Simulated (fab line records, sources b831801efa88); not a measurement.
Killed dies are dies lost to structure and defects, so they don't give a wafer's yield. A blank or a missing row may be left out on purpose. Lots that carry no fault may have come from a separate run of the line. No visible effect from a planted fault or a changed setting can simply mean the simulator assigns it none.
A lot that was struck, set against a sound lot | flow sky130 | 16 steps out of a route of 708
Sound: these wafers, L587.1, L587.3, L587.4. Struck: wafer L597.5. (L597.1, L597.3 of the same lot were not struck and are left out.) The cause comes at the end.
Order at every step that has rows: each side's tool, ch and its chambers, its first start. Under that, the readings that differ: sound wafers | struck wafers | difference of the means | sigmas: that difference in standard deviations of wafers without a fault.
alike: same words and numbers on both sides, and readings whose means sit less than 2 such deviations apart. not compared: any withheld reading, any reading some wafer has no value for, any bound like >300 that may hide the same value, and any number with overlapping values for which the record gives no deviation.
The two part at a step that has a row with sigmas, a row that says differs or no value, or rows on one side only. Numbers that don't overlap but have no deviation are shown without sigmas and don't part them. A reading that every wafer of one side lacks parts them only if that side has two wafers or more.

first, 1 step without rows for these wafers: SKY_METAL5_CLEAN_19 (cleans in O3/DIW).
SKY_PASSIVATION_CVD_00: deposits SiO2, target thk 90 nm.
  sound on pecvd-03 ch 0,1,2, day 44 04:41; struck on pecvd-01 ch 2, day 46 13:37
  alike: heater power w
SKY_PASSIVATION_THK_MEAS_01:
  sound on film metro-02, day 44 04:42; struck on film metro-03, day 46 13:38
  alike: PASSIVATION_CVD_00_THK
SKY_PASSIVATION_CVD_02: deposits Si3N4, target thk 540 nm.
  sound on pecvd-01 ch 0,1,2, day 44 04:46; struck on pecvd-04 ch 1, day 46 13:41
  alike: heater power w
SKY_PASSIVATION_THK_MEAS_03:
  sound on film metro-03, day 44 04:59; struck on film metro-04, day 46 13:55
  alike: PASSIVATION_CVD_02_THK
then, 7 steps without rows for these wafers: SKY_PASSIVATION_DEHYDRATE_04 (time 60 s); SKY_PASSIVATION_HMDS_05 (prime time 60 s); SKY_PASSIVATION_COAT_06 (resist thk 3000 nm); SKY_PASSIVATION_SOFTBAKE_07; SKY_PASSIVATION_EXPOSE_08 (exposes mask NSM, target cd 3000 nm); SKY_PASSIVATION_PEB_09; SKY_PASSIVATION_DEVELOP_10 (develop time 60 s).
SKY_PASSIVATION_ETCH_11: etches the open film in CF4/O2, stops on AlCu, target depth 725 nm, time 161.1 s.
  sound on rie diel-03 ch 0,1,2, day 45 02:29; struck on rie diel-01 ch 3, day 47 10:22
  reading                                       | sound             | struck | difference | sigmas
  rf fwd power W (W)                            | 787.9 795.8 796.6 | 924.1  | +130.7     | +47
  model.coat_of_PASSIVATION_COAT_06.thk nm (nm) | 2515 2524 2512    | 2463   | -54        |
  alike: cf4 flow sccm, drypump motor current A, oes product au, throttle valve pct
  not compared: rf hours counter h
SKY_PASSIVATION_STRIP_12: strips in O2/N2.
  sound on plasma asher-02 ch 0,1, day 45 02:35; struck on plasma asher-04 ch 0, day 47 10:28
  reading                      | sound             | struck | difference | sigmas
  strip time to endpoint s (s) | 31.51 31.61 31.49 | 30.88  | -0.66      | -4
  alike: drypump motor current A, oes product au
  not compared: rf hours counter h
then, 1 step without rows for these wafers: SKY_PAD_OPEN_DEHYDRATE_00 (time 60 s).
SKY_PAD_OPEN_PROBE_99:
  sound on prober-02, day 46 01:38; struck on prober-02, day 48 07:39
  reading                  | sound          | struck | difference | sigmas
  defect limited yield (%) | 86.4 80.5 82.7 | 79.3   | -3.9       | -2
  killed dies              | 67 96 85       | 102    | +19        | +2
  killed open              | 29 57 44       | 64     | +21        | +3
  sort_bin_5_function (%)  | 7.3 12.2 9.8   | 13.4   | +3.6       | +2
  sort n pass              | 425 396 407    | 390    | -19        | -2
  sort yield pct (%)       | 86.4 80.5 82.7 | 79.3   | -3.9       | -2
  alike: killed_at_M0_to_M3, killed_at_M4_up, killed at contacts, killed at front end, killed at other, killed short, sort_bin_3_pad_short, sort_bin_6_memory

== WHERE THEY PART ==
First at SKY_PASSIVATION_ETCH_11; last, within this record, at SKY_PAD_OPEN_PROBE_99.

WHY: whatever the simulator had introduced
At SKY_PASSIVATION_ETCH_11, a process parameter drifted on rie diel-01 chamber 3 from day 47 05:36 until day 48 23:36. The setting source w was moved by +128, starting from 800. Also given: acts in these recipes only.
